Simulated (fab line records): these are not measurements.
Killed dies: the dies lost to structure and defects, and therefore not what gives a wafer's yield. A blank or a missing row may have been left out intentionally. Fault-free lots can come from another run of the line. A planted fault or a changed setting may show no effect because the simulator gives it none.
fab line records + flow sky130
[record]
- lots = 5
- wafers = 14
- lastDay = 50
route steps=708 shown METAL2@485 PAD_OPEN@708
lots untouched by any fault: they come from a run of this same line in which no faults occurred
startH: hours from the record's opening day to when the first of the lot's shown wafers began + waitH: how many hours have passed since the lot's step before this one + " same as the row above + L1.1+2: a row that stands for several wafers + - either no value or no given start + * or withheld: withheld + < > ~ a bound
route shown NAME@n: a module of which the file shows steps, and the number in the route of the first + usual: average and standard deviation across the fault-free wafers + same: alike in all rows + chamber/n: place in a boat + sites: readings site by site + _std_site: the standard deviation of these + _edge_site: mean of outer sites minus mean of inner sites + radiusMm: for every site, how far away it sits from the centre of the wafer + mask NAME#n: copy n + behind: tool/chamber where the wafer was last shaped + hold: why the lot was held/for how many hours/how that ended + device: the n, p or np transistor that did not switch + end of line: tests run on the same wafers once the route is complete + step lacking rows: just its recipe + killed: count of dies lost to structure and defects at first sort (not the wafer's yield) + map: a wafer's dies, marking killed ones x, the rest . and places with no die _
set.NAME: the setting the step ran with; set.NAME@STEP: the setting that earlier step ran with + model.NAME: the simulator's own value behind a step, which no gauge read
lots seen at some steps along the route; tables by step, rows by wafer
services: a tool's chamber out of use, with start hour (startH, from the record's first day; less than 0 if before it), hours out, and reason
[[steps]]
[step SKY_METAL2_SPUTTER_02]
[recipe]
- material = AlCu
- targetThkNm = 250
- powerW = 10600
- timeS = 13.3
- chamberPressurePa = 0.4
[usual]
- throttleValvePct = 30.0/1.2
| lot.wafer | tool          | chamber | startH | waitH | throttleValvePct |
|-----------|---------------|---------|--------|-------|------------------|
| L432.2    | pvdSputter-04 | -       | 833.75 | 0.0   | 31.1             |
| L432.4    | "             | -       | "      | "     | 32.2             |
| L432.5    | "             | -       | "      | "     | 31.2             |
| L434.1    | pvdSputter-02 | -       | 836.88 | 0.0   | 28.7             |
| L434.5    | "             | -       | "      | "     | 29.5             |
| L434.6    | "             | -       | "      | "     | 28.8             |
| L440.2    | pvdSputter-02 | -       | 883.20 | 0.0   | 29.3             |
| L440.3    | "             | -       | "      | "     | 31.2             |
| L440.6    | "             | -       | "      | "     | 28.7             |
| L446.1    | pvdSputter-03 | -       | 914.96 | 0.0   | 28.8             |
| L446.2    | "             | -       | "      | "     | 29.0             |
| L451.3    | pvdSputter-04 | -       | 952.05 | 0.0   | 32.2             |
| L451.4    | "             | -       | "      | "     | 31.6             |
| L451.6    | "             | -       | "      | "     | 30.5             |
[step SKY_METAL2_SPUTTER_03]
[recipe]
- material = Ti
- targetThkNm = 5
- powerW = 3000
- timeS = 3.3
- chamberPressurePa = 0.4
[usual]
- throttleValvePct = 30.0/1.2
| lot.wafer | tool          | chamber | startH | waitH | throttleValvePct |
|-----------|---------------|---------|--------|-------|------------------|
| L432.2    | pvdSputter-04 | -       | 833.77 | 0.0   | 31.1             |
| L432.4    | "             | -       | "      | "     | 32.4             |
| L432.5    | "             | -       | "      | "     | 31.2             |
| L434.1    | pvdSputter-02 | -       | 836.91 | 0.0   | 28.7             |
| L434.5    | "             | -       | "      | "     | 29.4             |
| L434.6    | "             | -       | "      | "     | 28.8             |
| L440.2    | pvdSputter-02 | -       | 883.22 | 0.0   | 29.2             |
| L440.3    | "             | -       | "      | "     | 31.2             |
| L440.6    | "             | -       | "      | "     | 28.6             |
| L446.1    | pvdSputter-03 | -       | 914.99 | 0.0   | 28.9             |
| L446.2    | "             | -       | "      | "     | 29.2             |
| L451.3    | pvdSputter-04 | -       | 952.08 | 0.0   | 32.4             |
| L451.4    | "             | -       | "      | "     | 31.3             |
| L451.6    | "             | -       | "      | "     | 30.3             |
[step SKY_METAL2_SPUTTER_04]
[recipe]
- material = TiN
- targetThkNm = 70
- powerW = 6500
- timeS = 58.3
- chamberPressurePa = 0.4
[usual]
- throttleValvePct = 30.0/1.2
| lot.wafer | tool          | chamber | startH | waitH | throttleValvePct |
|-----------|---------------|---------|--------|-------|------------------|
| L432.2    | pvdSputter-04 | -       | 833.79 | 0.0   | 31.2             |
| L432.4    | "             | -       | "      | "     | 32.5             |
| L432.5    | "             | -       | "      | "     | 31.3             |
| L434.1    | pvdSputter-02 | -       | 836.93 | 0.0   | 28.8             |
| L434.5    | "             | -       | "      | "     | 29.3             |
| L434.6    | "             | -       | "      | "     | 28.8             |
| L440.2    | pvdSputter-02 | -       | 883.24 | 0.0   | 29.0             |
| L440.3    | "             | -       | "      | "     | 31.4             |
| L440.6    | "             | -       | "      | "     | 28.6             |
| L446.1    | pvdSputter-03 | -       | 915.01 | 0.0   | 28.7             |
| L446.2    | "             | -       | "      | "     | 29.1             |
| L451.3    | pvdSputter-04 | -       | 952.10 | 0.0   | 32.4             |
| L451.4    | "             | -       | "      | "     | 31.2             |
| L451.6    | "             | -       | "      | "     | 30.2             |
[step SKY_METAL2_RS_MEAS_05]
[recipe]
- thkMeasGauge = four-point-probe
- reads = TiN_of_METAL2_SPUTTER_04+Ti_of_METAL2_SPUTTER_03+AlCu_of_METAL2_SPUTTER_02+TiN_of_METAL2_SPUTTER_01+Ti_of_METAL2_SPUTTER_00
[usual]
- METAL2_ALCU_RS = 0.1268/0.0016
| lot.wafer | tool         | chamber | startH | waitH | METAL2_ALCU_RS[ohm/sq] |
|-----------|--------------|---------|--------|-------|------------------------|
| L432.2    | filmMetro-01 | -       | 833.86 | 0.0   | 0.1286                 |
| L432.4    | "            | -       | "      | "     | 0.1281                 |
| L432.5    | "            | -       | "      | "     | 0.1287                 |
| L434.1    | filmMetro-01 | -       | 836.98 | 0.0   | 0.1276                 |
| L434.5    | "            | -       | "      | "     | 0.1275                 |
| L434.6    | "            | -       | "      | "     | 0.1280                 |
| L440.2    | filmMetro-01 | -       | 883.31 | 0.0   | 0.1278                 |
| L440.3    | "            | -       | "      | "     | 0.1278                 |
| L440.6    | "            | -       | "      | "     | 0.1283                 |
| L446.1    | filmMetro-01 | -       | 915.05 | 0.0   | 0.1279                 |
| L446.2    | "            | -       | "      | "     | 0.1276                 |
| L451.3    | filmMetro-01 | -       | 952.18 | 0.1   | 0.1252                 |
| L451.4    | "            | -       | "      | "     | 0.1241                 |
| L451.6    | "            | -       | "      | "     | 0.1242                 |
[step SKY_METAL2_THK_MEAS_06]
[recipe]
- thkMeasGauge = xrf
- reads = AlCu_of_METAL2_SPUTTER_02
[usual]
- METAL2_ALCU_THK = 250/3.7
| lot.wafer | tool         | chamber | startH | waitH | METAL2_ALCU_THK[nm] |
|-----------|--------------|---------|--------|-------|---------------------|
| L432.2    | filmMetro-01 | -       | 833.97 | 0.1   | 246                 |
| L432.4    | "            | -       | "      | "     | 247                 |
| L432.5    | "            | -       | "      | "     | 244                 |
| L434.1    | filmMetro-01 | -       | 837.10 | 0.1   | 248                 |
| L434.5    | "            | -       | "      | "     | 247                 |
| L434.6    | "            | -       | "      | "     | 247                 |
| L440.2    | filmMetro-01 | -       | 883.42 | 0.1   | 244                 |
| L440.3    | "            | -       | "      | "     | 246                 |
| L440.6    | "            | -       | "      | "     | 246                 |
| L446.1    | filmMetro-01 | -       | 915.17 | 0.1   | 248                 |
| L446.2    | "            | -       | "      | "     | 247                 |
| L451.3    | filmMetro-01 | -       | 952.28 | 0.1   | 254                 |
| L451.4    | "            | -       | "      | "     | 256                 |
| L451.6    | "            | -       | "      | "     | 259                 |
[step SKY_METAL2_DEHYDRATE_07]
[recipe]
- tempC = 200
- timeS = 60
[step SKY_METAL2_HMDS_08]
[recipe]
- primeTimeS = 60
- primeTempC = 120
[step SKY_METAL2_COAT_09]
[recipe]
- resist = BARC
- tempC = withheld
- timeS = withheld
- spinRpm = 3000
- resistThkNm = 60
[step SKY_METAL2_COAT_10]
[recipe]
- resist = KrF-thick
- spinRpm = 3000
- resistThkNm = 450
[step SKY_METAL2_SOFTBAKE_11]
[recipe]
- tempC = 100
- timeS = 90
- resist = KrF-thick
[step SKY_METAL2_EXPOSE_12]
[recipe]
- maskId = MM2
- na = 0.8
- sourceShape = annular
- sigmaInner = 0.55
- sigmaOuter = 0.85
- targetCdNm = 140
- doseMj = 28
[step SKY_METAL2_PEB_13]
[recipe]
- pebTempC = withheld
- pebTimeS = withheld
- resist = KrF-thick
[step SKY_METAL2_DEVELOP_14]
[recipe]
- developTimeS = 60
- resist = KrF-thick
- devTempC = 21
| lot.wafer  | tool          | chamber | startH | waitH |
|------------|---------------|---------|--------|-------|
| L432.2+4+5 | lithoTrack-02 | 0       | 859    | -     |
| L434.1+5+6 | lithoTrack-04 | 0       | 862    | -     |
| L440.2+3+6 | lithoTrack-01 | 0       | 908    | -     |
| L446.1+2   | lithoTrack-01 | 0       | 939    | -     |
| L451.3+4+6 | lithoTrack-02 | 0       | 975    | -     |
[step SKY_METAL2_CD_MEAS_15]
[recipe]
- targetCdNm = 140
[usual]
- cdNm = 140.4/1.3
| lot.wafer | tool     | chamber | startH | waitH | cdNm  |
|-----------|----------|---------|--------|-------|-------|
| L432.2    | cdSem-02 | -       | 859.81 | -     | 140.5 |
| L432.4    | "        | -       | "      | "     | 139.2 |
| L432.5    | "        | -       | "      | "     | 139.7 |
| L434.1    | cdSem-01 | -       | 863.11 | -     | 138.8 |
| L434.5    | "        | -       | "      | "     | 137.5 |
| L434.6    | "        | -       | "      | "     | 138.5 |
| L440.2    | cdSem-01 | -       | 909.08 | -     | 140.3 |
| L440.3    | "        | -       | "      | "     | 140.7 |
| L440.6    | "        | -       | "      | "     | 141.2 |
| L446.1    | cdSem-01 | -       | 939.36 | -     | 136.7 |
| L446.2    | "        | -       | "      | "     | 139.6 |
| L451.3    | cdSem-02 | -       | 975.48 | -     | 139.4 |
| L451.4    | "        | -       | "      | "     | 138.8 |
| L451.6    | "        | -       | "      | "     | 139.9 |
[step SKY_METAL2_OVL_MEAS_16]
[usual]
- METAL2_OVL = -6/5.2
| lot.wafer | tool       | chamber | startH | waitH | METAL2_OVL[nm] |
|-----------|------------|---------|--------|-------|----------------|
| L432.2    | overlay-01 | -       | 859.91 | 0.1   | -5             |
| L432.4    | "          | -       | "      | "     | -10            |
| L432.5    | "          | -       | "      | "     | -9             |
| L434.1    | overlay-02 | -       | 863.23 | 0.1   | -9             |
| L434.5    | "          | -       | "      | "     | -5             |
| L434.6    | "          | -       | "      | "     | -10            |
| L440.2    | overlay-02 | -       | 909.18 | 0.1   | -10            |
| L440.3    | "          | -       | "      | "     | -18            |
| L440.6    | "          | -       | "      | "     | -14            |
| L446.1    | overlay-02 | -       | 939.48 | 0.1   | -8             |
| L446.2    | "          | -       | "      | "     | -7             |
| L451.3    | overlay-02 | -       | 975.57 | 0.1   | -5             |
| L451.4    | "          | -       | "      | "     | -2             |
| L451.6    | "          | -       | "      | "     | -5             |
[step SKY_METAL2_DESCUM_17]
[recipe]
- chemistry = O2
- sourcePowerW = 150
- biasPowerW = 0
- pressureMtorr = 10
- tempC = 40
- timeS = 8
[usual]
- drypumpMotorCurrentA = 5.7/0.5
- oesProductAu = 0.999/0.0089
- rfFwdPowerW = 146.8/0.58
| lot.wafer | tool        | chamber | startH | waitH | drypumpMotorCurrentA | oesProductAu | rfFwdPowerW | rfHoursCounterH | model.METAL2.cdNm |
|-----------|-------------|---------|--------|-------|----------------------|--------------|-------------|-----------------|-------------------|
| L432.2    | rieMetal-04 | 1       | 859.94 | 0.0   | 5.4                  | 0.996        | 148.0       | 8               | 140.7             |
| L432.4    | "           | 1       | "      | "     | 5.4                  | 0.993        | 147.3       | -               | 139.8             |
| L432.5    | "           | 0       | "      | "     | 4.9                  | 0.992        | 146.3       | -               | 139.5             |
| L434.1    | rieMetal-04 | 1       | 863.26 | 0.0   | 5.3                  | 0.998        | 146.6       | 8               | 138.9             |
| L434.5    | "           | 0       | "      | "     | 4.9                  | 1.009        | 147.5       | -               | 137.8             |
| L434.6    | "           | 1       | "      | "     | 5.3                  | 0.988        | 146.2       | -               | 139               |
| L440.2    | rieMetal-02 | 0       | 909.21 | 0.0   | 5.7                  | 1.000        | 146.7       | 6               | 140.2             |
| L440.3    | "           | 0       | "      | "     | 5.7                  | 1.002        | 145.7       | -               | 140.4             |
| L440.6    | "           | 1       | "      | "     | 6.2                  | 1.002        | 147.6       | -               | 141.4             |
| L446.1    | rieMetal-04 | 1       | 939.51 | 0.0   | 5.3                  | 1.008        | 146.3       | 14              | 136.7             |
| L446.2    | "           | 0       | "      | "     | 4.9                  | 1.009        | 146.8       | 0               | 139.7             |
| L451.3    | rieMetal-01 | 1       | 975.61 | 0.0   | 6.2                  | 0.986        | 146.4       | -               | 139.3             |
| L451.4    | "           | 0       | "      | "     | 6.4                  | 0.993        | 147.1       | -               | 139               |
| L451.6    | "           | 0       | "      | "     | 6.4                  | 0.975        | 147.6       | -               | 140.1             |
[step SKY_METAL2_ETCH_18]
[recipe]
- chemistry = N2/H2
- target = BARC
- ionEnergyEv = 200
- biasW = 100
- pressureMtorr = 30
- n2FlowSccm = 100
- h2FlowSccm = 200
- icpW = 500
- stopOn = SiO2
- timeS = 45.9
- targetDepthA = 600
[usual]
- drypumpMotorCurrentA = 5.8/0.5
- oesProductAu = 0.855/0.0047
- rfFwdPowerW = 494.4/2.1
- throttleValvePct = 13.225/0.0094
| lot.wafer | tool        | chamber | startH | waitH | drypumpMotorCurrentA | oesProductAu | rfFwdPowerW | rfHoursCounterH | throttleValvePct |
|-----------|-------------|---------|--------|-------|----------------------|--------------|-------------|-----------------|------------------|
| L432.2    | rieMetal-04 | 1       | 859.98 | 0.0   | 5.3                  | 0.847        | 496.8       | 8               | 13.206           |
| L432.4    | "           | 1       | "      | "     | 5.3                  | 0.849        | 496.2       | -               | 13.231           |
| L432.5    | "           | 0       | "      | "     | 4.9                  | 0.860        | 493.9       | -               | 13.233           |
| L434.1    | rieMetal-04 | 1       | 863.30 | 0.0   | 5.3                  | 0.856        | 495.7       | 8               | 13.230           |
| L434.5    | "           | 0       | "      | "     | 4.9                  | 0.862        | 495.5       | -               | 13.225           |
| L434.6    | "           | 1       | "      | "     | 5.4                  | 0.855        | 495.5       | -               | 13.220           |
| L440.2    | rieMetal-02 | 0       | 909.24 | 0.0   | 5.7                  | 0.859        | 492.1       | 6               | 13.225           |
| L440.3    | "           | 0       | "      | "     | 5.7                  | 0.858        | 492.9       | -               | 13.217           |
| L440.6    | "           | 1       | "      | "     | 6.3                  | 0.857        | 496.3       | -               | 13.218           |
| L446.1    | rieMetal-04 | 1       | 939.54 | 0.0   | 5.3                  | 0.853        | 497.4       | 14              | 13.249           |
| L446.2    | "           | 0       | "      | "     | 4.9                  | 0.858        | 492.7       | 0               | 13.222           |
| L451.3    | rieMetal-01 | 1       | 975.65 | 0.0   | 6.2                  | 0.856        | 490.9       | -               | 13.232           |
| L451.4    | "           | 0       | "      | "     | 6.4                  | 0.852        | 495.3       | -               | 13.229           |
| L451.6    | "           | 0       | "      | "     | 6.4                  | 0.857        | 491.4       | -               | 13.205           |
[step SKY_METAL2_METAL_ETCH_19]
[recipe]
- targetDepthA = 3600
- stopOn = SiO2
- overEtchFrac = 0.3
- timeS = 78
- chemistry = Cl2/BCl3
- resistSidewallDeg = 88
- pressureMtorr = 10
- icpW = 900
- biasW = 48.5
- Cl2_flow_sccm = 60
- bcl3FlowSccm = 30
[usual]
- bcl3FlowSccm = 30.00/0.082
- drypumpMotorCurrentA = 5.7/0.5
- oesProductAu = 0.855/0.0063
- rfFwdPowerW = 892/3.3
- throttleValvePct = 22.264/0.0091
| lot.wafer | tool        | chamber | startH | waitH | bcl3FlowSccm | drypumpMotorCurrentA | oesProductAu | rfFwdPowerW | rfHoursCounterH | throttleValvePct | model.METAL2.cdNm |
|-----------|-------------|---------|--------|-------|--------------|----------------------|--------------|-------------|-----------------|------------------|-------------------|
| L432.2    | rieMetal-04 | 1       | 860.04 | 0.0   | 30.03        | 5.4                  | 0.841        | 891         | 8               | 22.250           | 138.9             |
| L432.4    | "           | 1       | "      | "     | 29.99        | 5.4                  | 0.850        | 891         | -               | 22.254           | 138.7             |
| L432.5    | "           | 0       | "      | "     | 30.06        | 5.0                  | 0.848        | 895         | -               | 22.265           | 139.5             |
| L434.1    | rieMetal-04 | 1       | 863.36 | 0.0   | 29.99        | 5.3                  | 0.860        | 897         | 8               | 22.274           | 138.7             |
| L434.5    | "           | 0       | "      | "     | 29.98        | 4.9                  | 0.852        | 900         | -               | 22.250           | 139.4             |
| L434.6    | "           | 1       | "      | "     | 30.04        | 5.3                  | 0.857        | 896         | -               | 22.267           | 138.5             |
| L440.2    | rieMetal-02 | 0       | 909.31 | 0.0   | 29.90        | 5.7                  | 0.856        | 889         | 6               | 22.269           | 139.8             |
| L440.3    | "           | 0       | "      | "     | 29.88        | 5.7                  | 0.851        | 885         | -               | 22.259           | 142.3             |
| L440.6    | "           | 1       | "      | "     | 29.99        | 6.2                  | 0.853        | 893         | -               | 22.269           | 142               |
| L446.1    | rieMetal-04 | 1       | 939.61 | 0.0   | 30.03        | 5.4                  | 0.858        | 896         | 14              | 22.269           | 137.6             |
| L446.2    | "           | 0       | "      | "     | 30.04        | 4.9                  | 0.857        | 892         | 0               | 22.271           | 139.1             |
| L451.3    | rieMetal-01 | 1       | 975.72 | 0.1   | 30.16        | 6.2                  | 0.860        | 886         | -               | 22.266           | 140.8             |
| L451.4    | "           | 0       | "      | "     | 30.01        | 6.4                  | 0.858        | 891         | -               | 22.262           | 140.2             |
| L451.6    | "           | 0       | "      | "     | 30.05        | 6.4                  | 0.860        | 893         | -               | 22.269           | 139.8             |
[step SKY_METAL2_STRIP_20]
[recipe]
- chemistry = O2/N2
- powerW = 1400
- pressureMtorr = 1500
- platenTempC = withheld
- o2FlowSccm = 3000
- n2FlowSccm = 300
- overashFraction = 0.5
[usual]
- drypumpMotorCurrentA = 5.7/0.53
- oesProductAu = 0.344/0.0046
- stripTimeToEndpointS = 2.71/0.038
| lot.wafer | tool           | chamber | startH | waitH | drypumpMotorCurrentA | oesProductAu | rfHoursCounterH | stripTimeToEndpointS |
|-----------|----------------|---------|--------|-------|----------------------|--------------|-----------------|----------------------|
| L432.2    | plasmaAsher-04 | 0       | 860.13 | 0.1   | 6.1                  | 0.334        | 106             | 2.72                 |
| L432.4    | "              | 1       | "      | "     | 5.2                  | 0.349        | -               | 2.75                 |
| L432.5    | "              | 1       | "      | "     | 5.2                  | 0.343        | -               | 2.70                 |
| L434.1    | plasmaAsher-02 | 1       | 863.45 | 0.1   | 5.1                  | 0.346        | 43              | 2.75                 |
| L434.5    | "              | 0       | "      | "     | 6.1                  | 0.346        | -               | 2.70                 |
| L434.6    | "              | 1       | "      | "     | 5.1                  | 0.346        | -               | 2.73                 |
| L440.2    | plasmaAsher-02 | 1       | 909.40 | 0.1   | 5.2                  | 0.343        | 47              | 2.68                 |
| L440.3    | "              | 1       | "      | "     | 5.1                  | 0.339        | -               | 2.68                 |
| L440.6    | "              | 0       | "      | "     | 6.0                  | 0.341        | -               | 2.71                 |
| L446.1    | plasmaAsher-04 | 1       | 939.70 | 0.1   | 5.2                  | 0.347        | 114             | 2.72                 |
| L446.2    | "              | 0       | "      | "     | 6.1                  | 0.341        | 114             | 2.65                 |
| L451.3    | plasmaAsher-02 | 1       | 975.81 | 0.1   | 5.2                  | 0.348        | -               | 2.71                 |
| L451.4    | "              | 0       | "      | "     | 6.1                  | 0.343        | -               | 2.75                 |
| L451.6    | "              | 0       | "      | "     | 6.1                  | 0.340        | -               | 2.73                 |
[step SKY_PAD_OPEN_PROBE_99]
[usual]
- defectLimitedYield = 82.7/2.1
- killed_at_M0_to_M3 = 43/7.2
- killed_at_M4_up = 3.3/1.8
- killedAtContacts = 23/5.5
- killedAtFrontEnd = 16/5.1
- killedAtOther = 0.4/0.65
- killedDies = 85/10
- killedOpen = 46/7.1
- killedShort = 38/7.2
- sort_bin_3_pad_short = 0.9/0.41
- sort_bin_5_function = 10.2/1.5
- sort_bin_6_memory = 6.2/1.1
- sortNPass = 407/10
- sortYieldPct = 82.7/2.1
[same]
- grossDies = 492
- killedAtBackSide = 0
- sort_bin_4_leakage[%] = 0
- sort_bin_8_speed[%] = 0
| lot.wafer | tool      | chamber | startH  | waitH | defectLimitedYield[%] | killed_at_M0_to_M3 | killed_at_M4_up | killedAtContacts | killedAtFrontEnd | killedAtOther | killedDies | killedOpen | killedShort | sort_bin_3_pad_short[%] | sort_bin_5_function[%] | sort_bin_6_memory[%] | sortNPass | sortYieldPct[%] |
|-----------|-----------|---------|---------|-------|-----------------------|--------------------|-----------------|------------------|------------------|---------------|------------|------------|-------------|-------------------------|------------------------|----------------------|-----------|-----------------|
| L432.2    | prober-02 | -       | 1105.87 | 0.1   | 81.5                  | 52                 | 6               | 22               | 11               | 0             | 91         | 47         | 44          | 1.0                     | 11.4                   | 6.1                  | 401       | 81.5            |
| L432.4    | prober-02 | -       | 1105.97 | 0.2   | 82.5                  | 43                 | 5               | 25               | 12               | 1             | 86         | 43         | 43          | 0.6                     | 11.0                   | 5.9                  | 406       | 82.5            |
| L432.5    | prober-02 | -       | 1106.02 | 0.2   | 79.5                  | 59                 | 6               | 21               | 15               | 0             | 101        | 56         | 43          | 1.4                     | 12.4                   | 6.7                  | 391       | 79.5            |
| L434.1    | prober-01 | -       | 1109.72 | 0.1   | 80.3                  | 53                 | 2               | 18               | 23               | 1             | 97         | 50         | 47          | 1.4                     | 11.4                   | 6.9                  | 395       | 80.3            |
| L434.5    | prober-01 | -       | 1109.92 | 0.2   | 80.9                  | 41                 | 3               | 33               | 16               | 1             | 94         | 46         | 47          | 0.6                     | 11.6                   | 6.9                  | 398       | 80.9            |
| L434.6    | prober-01 | -       | 1109.97 | 0.2   | 84.6                  | 32                 | 4               | 23               | 17               | 0             | 76         | 41         | 33          | 1.0                     | 8.5                    | 5.9                  | 416       | 84.6            |
| L440.3    | prober-02 | -       | 1142.91 | 0.2   | 85.6                  | 37                 | 4               | 20               | 9                | 1             | 71         | 37         | 34          | 0.4                     | 9.6                    | 4.5                  | 421       | 85.6            |
// killed by level:class
L432.2 VIA3:geometricParticle:open=10 VIA2:geometricParticle:open=9 CONTACT:geometricParticle:open=7 METAL2:geometricParticle:short=7 VIA1:geometricParticle:open=6 LI_CONTACT:geometricParticle:open=5 CONTACT:geometricParticle:short=5 METAL1:geometricParticle:short=5
L432.4 VIA1:geometricParticle:open=14 CONTACT:geometricParticle:open=9 METAL2:geometricParticle:short=7 LI_CONTACT:geometricParticle:open=7 LI_CONTACT:geometricParticle:short=5 VIA3:geometricParticle:open=4 METAL1:geometricParticle:short=4 VIA1:geometricParticle:short=4
L432.5 VIA1:geometricParticle:open=19 VIA1:geometricParticle:short=9 CONTACT:geometricParticle:open=6 LI_CONTACT:geometricParticle:open=6 METAL1:geometricParticle:short=6 VIA3:geometricParticle:open=6 VIA3:geometricParticle:short=5 VIA2:geometricParticle:open=5
L434.1 METAL2:geometricParticle:short=8 VIA1:geometricParticle:open=7 METAL1:geometricParticle:short=6 VIA2:geometricParticle:open=6 VIA3:geometricParticle:open=6 CONTACT:geometricParticle:open=5 FIELD_ISO:geometricParticle:short=5 POLY_GATE:geometricParticle:open=5
L434.5 CONTACT:geometricParticle:open=16 VIA2:geometricParticle:open=9 FIELD_ISO:geometricParticle:short=7 LI_CONTACT:geometricParticle:open=6 CONTACT:geometricParticle:short=6 VIA1:geometricParticle:short=6 VIA1:geometricParticle:open=6 VIA2:geometricParticle:short=6
L434.6 LI_CONTACT:geometricParticle:open=9 CONTACT:geometricParticle:open=8 METAL2:geometricParticle:short=7 VIA1:geometricParticle:open=6 FIELD_ISO:geometricParticle:short=4 CONTACT:geometricParticle:short=4 VIA2:geometricParticle:open=4 POLY_GATE:geometricParticle:open=3
L440.3 VIA1:geometricParticle:open=9 CONTACT:geometricParticle:open=6 LI_CONTACT:geometricParticle:open=5 CONTACT:geometricParticle:short=5 METAL2:geometricParticle:short=5 VIA2:geometricParticle:open=5 LOCAL_INTERCONNECT:geometricParticle:short=4 METAL1:geometricParticle:short=4
[[services]]
| tool           | chamber | startH | hours | kind          |
|----------------|---------|--------|-------|---------------|
| rieMetal-04    | -       | 832.26 | 0.5   | repair        |
| pvdSputter-03  | -       | 845.99 | 1.8   | repair        |
| plasmaAsher-04 | -       | 846.12 | 0.6   | repair        |
| pvdSputter-04  | -       | 849.94 | 0.6   | repair        |
| pvdSputter-03  | -       | 860.65 | 6.5   | repair        |
| pvdSputter-02  | -       | 874.80 | 1.0   | repair        |
| plasmaAsher-02 | -       | 895.01 | 2.8   | pm            |
| pvdSputter-03  | -       | 915.60 | 8.7   | repair        |
| rieMetal-04    | 0       | 917.64 | -     | clean         |
| rieMetal-04    | 0       | 917.64 | 19.2  | scheduledDown |
| rieMetal-04    | 0       | 917.64 | 19.2  | ventCycle     |
| plasmaAsher-02 | -       | 918.88 | 0.4   | repair        |
| plasmaAsher-02 | -       | 928.85 | 5.6   | repair        |
| pvdSputter-02  | -       | 951.32 | 1.3   | repair        |
| rieMetal-04    | 1       | 962.81 | 13.1  | repair        |
| rieMetal-01    | -       | 974.44 | 0.9   | repair        |
[[key]]
firstSign none at tools or gauges
[modelEffect]
- step = SKY_METAL2_DESCUM_17
- value = METAL2.cdNm
- without = 140.7
- struck = 136.7
[modelEffect]
- step = SKY_METAL2_METAL_ETCH_19
- value = METAL2.cdNm
- without = 141.6
- struck = 137.6
metAt SKY_METAL2_DEVELOP_14
struckWafers L446.1
onsetBetween 908 939
[fault]
- kind = processParameterDrift
- tool = lithoTrack-01
- chamber = -
- onsetH = 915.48
- steps = SKY_METAL2_DEVELOP_14
- channel = developTimeS
- offset = *
- shape = step
- endH = 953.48
- scope = struckWafersOnly
- actsIn = *
- stated = *
